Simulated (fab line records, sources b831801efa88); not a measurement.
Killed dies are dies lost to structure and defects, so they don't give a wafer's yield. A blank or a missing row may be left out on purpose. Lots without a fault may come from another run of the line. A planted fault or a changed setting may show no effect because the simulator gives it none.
Which tool did it? | flow sky130 | 13 lots, 39 wafers sampled, at 2 steps of a route of 708

WHAT THE GAUGES READ, wafer by wafer
SKY_POLY_GATE_CD_MEAS_13: target cd 150 nm. Usual: cd_nm 150.3 nm, standard deviation 1.5.
lot  | measured     | on        | cd_nm (nm)                          | flag
L343 | day 16 23:11 | cd_sem-01 | 148.9 149.0 149.1                   |
L344 | day 17 07:28 | cd_sem-01 | 150.8 151.3 150.3                   |
L347 | day 18 09:08 | cd_sem-01 | 151.3 151.7 151.6                   |
L348 | day 18 18:53 | cd_sem-01 | 147.8 149.1 149.2                   |
L349 | day 19 02:19 | cd_sem-01 | 150.0 151.2 151.2                   |
L352 | day 20 10:39 | cd_sem-01 | 151.2 152.8 150.9                   |
L353 | day 20 17:16 | cd_sem-02 | 170.8 170.6 171.2 171.2 170.7 171.6 | OFF
L354 | day 20 21:25 | cd_sem-01 | 152.6 152.8 151.5                   |
L361 | day 23 06:15 | cd_sem-02 | 147.3 147.7 148.3                   |
L362 | day 23 17:53 | cd_sem-01 | 153.5 152.3 152.6                   |
L364 | day 24 11:10 | cd_sem-01 | 151.7 152.3 152.5                   |
L365 | day 24 18:01 | cd_sem-01 | 150.9 152.1 151.4                   |
L366 | day 25 05:20 | cd_sem-01 | 148.0 149.4 148.4                   |

WHICH TOOL RAN EACH LOT (tool, then ch and the chambers of the sampled wafers, then the start)
lot  | SKY_POLY_GATE_EXPOSE_10
L343 | krf_scanner-02 ch 0, day 16 08:57
L344 | krf_scanner-01 ch 0, day 16 17:19
L347 | krf_scanner-01 ch 0, day 17 18:04
L348 | krf_scanner-02 ch 0, day 18 03:17
L349 | krf_scanner-02 ch 0, day 18 11:22
L352 | krf_scanner-02 ch 0, day 19 19:24
L353 | krf_scanner-02 ch 0, day 20 02:52
L354 | krf_scanner-02 ch 0, day 20 06:10
L361 | krf_scanner-01 ch 0, day 22 15:43
L362 | krf_scanner-01 ch 0, day 23 02:43
L364 | krf_scanner-01 ch 0, day 23 20:22
L365 | krf_scanner-02 ch 0, day 24 03:17
L366 | krf_scanner-01 ch 0, day 24 14:38
- SKY_POLY_GATE_EXPOSE_10: exposes mask P1M, target cd 150 nm.

WHAT THE TOOLS THEMSELVES READ (means of the sampled wafers that have a number; where no wafer has one, the mark that the record gives instead)
SKY_POLY_GATE_EXPOSE_10. Usual: stage_vel_mm_s 500.01 mm/s, standard deviation 0.21.
lot  | tool           | stage_vel_mm_s (mm/s) | flag
L343 | krf_scanner-02 | 500.04                |
L344 | krf_scanner-01 | 499.80                |
L347 | krf_scanner-01 | 499.92                |
L348 | krf_scanner-02 | 499.98                |
L349 | krf_scanner-02 | 500.10                |
L352 | krf_scanner-02 | 500.17                |
L353 | krf_scanner-02 | 499.98                |
L354 | krf_scanner-02 | 499.99                |
L361 | krf_scanner-01 | 499.96                |
L362 | krf_scanner-01 | 500.01                |
L364 | krf_scanner-01 | 500.13                |
L365 | krf_scanner-02 | 499.82                |
L366 | krf_scanner-01 | 500.15                |

THE ANSWER, worked out from the rows above alone
Rule: a lot is off if the mean of its wafers that have a number lies more than 3 standard deviations from the usual mean. A lot without any number at a reading at which 4 lots or more have one is off too. The other lots that the step has rows for count as sound. The gauges are gone through in route order, then the tools' own readings, and for those a lot's mean is taken as printed above. The first step at which some lot is off is used, and at that step the reading that is off furthest; a lot without a number counts as furthest.
Off: L353, at SKY_POLY_GATE_CD_MEAS_13 (cd_nm).
A tool fits if, at a process step before that reading, it ran every lot that is off, and no sound lot after the first of them. The gauges at SKY_POLY_GATE_CD_MEAS_13 are tried like those tools. None of those tried fits.

WHAT THE SIMULATOR HAD PUT IN
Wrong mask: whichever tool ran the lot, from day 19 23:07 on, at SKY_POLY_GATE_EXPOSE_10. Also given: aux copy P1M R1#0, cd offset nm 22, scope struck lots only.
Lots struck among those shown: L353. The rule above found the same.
